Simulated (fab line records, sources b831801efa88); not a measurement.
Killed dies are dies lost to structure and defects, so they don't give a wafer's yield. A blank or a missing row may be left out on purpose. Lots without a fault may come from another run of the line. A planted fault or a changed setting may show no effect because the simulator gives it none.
One fault seen from 2 desks | flow gf180mcu | each desk has only its own numbers; what lay behind them comes last

THE METROLOGY DESK
What the gauges read, lot by lot, whatever tool the lot ran on: means of the sampled wafers that have a number. A lot is out of limits, marked OUT, if its mean lies more than 4 standard deviations from the usual mean; the brackets give that distance.
Columns: A = V3_OVL at GF_V3_OVL_MEAS_15, usual -1 nm
lot  | first seen here | A
L280 | day 22 15:15    | -4
L282 | day 23 14:08    | 2
L283 | day 23 17:26    | -5
L289 | day 25 22:00    | -4
L290 | day 26 11:35    | 5
L291 | day 26 16:08    | -5
L294 | day 27 10:00    | 4
L295 | day 27 16:48    | -4
L296 | day 28 05:51    | 1
L298 | day 28 13:02    | -1
L299 | day 28 22:38    | 3
L300 | day 29 04:02    | 2
L301 | day 29 08:52    | 0
L302 | day 29 18:20    | 7
This desk's finding: nothing out of limits on any of the 14 lots.

THE TOOL OWNER'S DESK: pecvd-04
The tool's own readings at GF_MIM_CVD_05 (deposits Si3N4, target thk 42 nm, time 29.086 s): means of the sampled wafers that have a number, for each lot that ran on this tool. A lot is out of limits, marked OUT, if its mean lies more than 4 standard deviations from the usual mean; the brackets give that distance.
Columns: A = heater_power_outer_w at GF_MIM_CVD_05, usual 370 W; B = heater_power_w at GF_MIM_CVD_05, usual 650 W
lot  | first seen here | A   | B
L289 | day 27 20:13    | 388 | 662
L290 | day 28 09:04    | 427 | 749
L295 | day 29 12:14    | 420 | 717
L301 | day 31 02:05    | 380 | 670
L302 | day 31 10:28    | 366 | 654
This desk's finding: nothing out of limits on any of the 5 lots.

PUT TOGETHER
The metrology desk saw nothing out of limits.
The tool owner's desk saw nothing out of limits.

WHAT THE SIMULATOR HAD PUT IN
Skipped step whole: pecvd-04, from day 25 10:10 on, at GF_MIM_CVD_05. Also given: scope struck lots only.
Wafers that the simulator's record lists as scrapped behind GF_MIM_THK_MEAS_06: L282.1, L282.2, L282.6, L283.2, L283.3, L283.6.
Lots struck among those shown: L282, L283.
